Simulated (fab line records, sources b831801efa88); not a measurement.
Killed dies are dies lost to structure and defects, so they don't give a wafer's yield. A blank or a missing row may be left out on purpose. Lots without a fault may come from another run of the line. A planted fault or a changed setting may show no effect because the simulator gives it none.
Chamber matching | flow gf180mcu | GF_V1_CMP_04 on cmp-01: 4 sister chambers
The step polishes SiO2. 8 wafers are shown with their chamber, then 9 later ones without.

WAFERS WITH THEIR CHAMBER
wafer  | chamber | motor_current_A (A) | time_to_endpoint_s (s)
L885.2 | 3       | 13.0                | 78
L885.6 | 0       | 11.5                | 83
L893.3 | 0       | 11.7                | 89
L893.4 | 1       | 12.1                | 91
L893.6 | 3       | 13.8                | 78
L894.3 | 1       | 12.5                | 83
L894.4 | 2       | 12.7                | 99
L894.5 | 2       | 12.8                | 86

WAFERS WITHOUT THEIR CHAMBER
wafer  | motor_current_A (A) | time_to_endpoint_s (s)
L895.2 | 12.8                | 87
L895.4 | 13.0                | 94
L895.5 | 12.5                | 99
L897.2 | 12.7                | 84
L897.3 | 13.2                | 79
L897.4 | 12.4                | 95
L898.1 | 12.2                | 83
L898.5 | 12.9                | 87
L898.6 | 11.7                | 93

WHICH CHAMBER EACH WENT THROUGH
wafer  | from the rows above          | in truth
L895.2 | can't be placed: 2 or 1 or 3 | 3
L895.4 | can't be placed: 2 or 1      | 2
L895.5 | can't be placed: 2 or 1      | 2
L897.2 | can't be placed: 1 or 2 or 3 | 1
L897.3 | 3                            | 3
L897.4 | can't be placed: 2 or 1 or 0 | 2
L898.1 | can't be placed: 1 or 0 or 2 | 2
L898.5 | can't be placed: 2 or 1 or 3 | 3
L898.6 | can't be placed: 0 or 1 or 2 | 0
Placed correctly: 1 of 9. Can't be placed from these rows: 8 (the true chamber is among the candidates in 8). Placed wrongly: 0.
How it was worked out, from the rows above alone: a wafer's distance from a chamber is the root of the sum, over the readings, of the square of ((its reading less the chamber's mean) divided by the reading's scatter). The wafer belongs to the nearest chamber; if the next one is less than 2 further off, it can't be placed. A chamber's mean is the mean of its shown wafers. The scatter: the root of (the sum of the squares of (reading less its chamber's mean) over the shown wafers, divided by (wafers less chambers)).
